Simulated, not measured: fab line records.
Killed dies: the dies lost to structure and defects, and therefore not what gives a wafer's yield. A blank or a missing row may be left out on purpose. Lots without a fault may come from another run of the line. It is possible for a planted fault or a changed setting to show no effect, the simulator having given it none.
8D (eight disciplines) problem report, filled in by code -- flow gf180mcu -- the parts of the form that need people (team, actions taken, sign-off) are left out

== 1. WHAT WENT WRONG ==
STI_CVD_03_THK at GF_STI_THK_MEAS_04 reads a mean of 157.6 nm on 3 wafers of 1 lot; wafers without a fault read 206.9 nm with a standard deviation of 1.8. That is -27 standard deviations from the usual mean.
The first sign was on wafer L124.1 at day 3 21:10, on film metro-03. Wafers with a number at this step in the record: 36, from 12 lots. The rule behind "out" and "out of limits": a value lying over 4 standard deviations away from the usual mean. The rest of the wafers with a number are treated as sound.

== 2. WHAT IT IS AND WHAT IT IS NOT ==
question,is,is not
which readings at this step,STI_CVD_03_THK,-
which lots,L124,"L113, L114, L116, L125, L126, L127, L128, L130, L133, L134, L136"
which wafers of those lots,all that have a number,-
read on which gauges,film metro-03,"film metro-01, film metro-02"
when,from day 3 21:10,"up to then (9 sound wafers); but 24 sound wafers of L125, L126, L127, L128, L130, L133, L134, L136 came after"

== 3. SUSPECTS, AND WHAT RULES EACH OUT ==
Counting: a tool at a process step up to the reading stays a suspect if it ran every lot that is out and no sound lot after the first of them.
- the gauge at GF_STI_THK_MEAS_04 has been ruled out. All the wafers that are out were read on film metro-03, but those of them that GF_STI_ETCH_13 has rows for are out there too, on other tools.
- lpcvd-01 at GF_STI_CVD_03 (deposits Si3N4 from DCS/NH3, target thk 207.16 nm, time 3551 s): ruled out as a lasting fault. The sound lots L125, L126 went through it after L124, its earliest lot that is out (day 3 19:11).
Left after counting: nothing in the record.

== 4. THE CAUSE (what the simulator had put in) ==
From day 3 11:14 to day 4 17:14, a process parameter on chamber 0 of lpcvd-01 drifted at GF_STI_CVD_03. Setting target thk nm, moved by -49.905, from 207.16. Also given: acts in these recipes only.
The count ruled it out by mistake, since the rule takes a fault to strike every lot its tool runs from the start of the fault on, and this one did not do so.

== 5. THE CHAIN OF EFFECTS, in route order ==
Rows list readings where the struck wafers' mean (over those with a number) sits beyond 3 standard deviations from the usual. Only readings for which the record gives a usual standard deviation are gone through. hours: the time from each lot's start at the first step in this table that gives one to its start at this step, as a median over the lots. sigmas: the change in usual standard deviations.
hours,step,reading,usual,on struck wafers,change,sigmas
0,GF_STI_THK_MEAS_04,STI_CVD_03_THK,206.9 nm,157.6,-49.3,-27
14,GF_STI_ETCH_13,oes product au,0.832 a.u.,0.724,-0.108,-17
14,GF_STI_ETCH_13,throttle valve pct,8.810 %,8.781,-0.029,-3.1
Here are the process steps it includes:
- GF_STI_ETCH_13: etches the open film in CHF3/O2, stops on Si, target depth 282.31 nm, time 112.9 s.
At these later measuring or inspecting steps, every struck wafer for which the step has a row has a number for every such reading, and none has moved that far: GF_LVPWELL_OVL_MEAS_07, GF_VT_IMPLANT_TW_MEAS_10.

== 6. HOW IT WOULD HAVE BEEN CAUGHT EARLIER ==
The first out-of-limits reading at a measuring or inspecting step in this record came at day 3 21:10, 10 hours after the fault's start at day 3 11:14.
Of the tool readings at GF_STI_CVD_03 for which the record gives a usual standard deviation, none was out on any struck wafer, so an alarm limit of 4 standard deviations on them would not have fired.
